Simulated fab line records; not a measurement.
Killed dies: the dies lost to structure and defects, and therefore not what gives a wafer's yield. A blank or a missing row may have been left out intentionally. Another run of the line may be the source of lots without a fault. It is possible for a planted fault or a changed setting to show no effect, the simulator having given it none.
Chamber matching ; flow gf180mcu ; 4 sister chambers for GF_STI_ETCH_14 on rie_si-02
The step etches Si in HBr/Cl2/O2, target depth 360 nm, time 102.9 s. 8 wafers are shown with their chamber, then 7 later ones without.

WAFERS WITH THEIR CHAMBER
wafer;chamber;oes_product_au (a.u.);throttle_valve_pct (%)
L135.1;3;0.975;25.682
L135.2;0;0.982;25.674
L138.2;0;0.998;25.661
L138.3;3;0.981;25.664
L146.3;1;0.990;25.662
L146.6;2;1.005;25.655
L148.2;1;0.989;25.667
L148.3;2;1.005;25.675

WAFERS WITH NO CHAMBER GIVEN
wafer;oes_product_au (a.u.);throttle_valve_pct (%)
L148.6;1.005;25.661
L153.1;0.985;25.671
L153.2;0.989;25.663
L153.6;1.002;25.665
L155.2;0.989;25.672
L155.3;0.982;25.664
L155.5;0.992;25.672

EACH ONE'S CHAMBER
wafer;from the rows above;in truth
L148.6;2;2
L153.1;can't be placed: 0 or 1 or 3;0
L153.2;can't be placed: 1 or 0 or 3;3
L153.6;can't be placed: 2 or 0 or 1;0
L155.2;can't be placed: 0 or 1 or 3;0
L155.3;can't be placed: 3 or 1 or 0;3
L155.5;can't be placed: 0 or 1 or 2 or 3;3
1 of 7 placed correctly. Cannot be placed on the basis of these rows: 6; the candidates contain the true chamber in 6. Wrongly placed: 0.
How it was worked out, from the rows above alone: a wafer's distance from a chamber is the root of the sum, over the readings, of the square of ((its reading less the chamber's mean) divided by the reading's scatter). If the next closest chamber is less than 2 further off than the closest, the wafer can't be placed; otherwise it belongs to the closest. Each chamber's mean is taken over the wafers shown for it. The scatter is the square root of a quotient: the sum, over the shown wafers, of each reading's squared deviation from its chamber's mean, divided by wafers minus chambers.
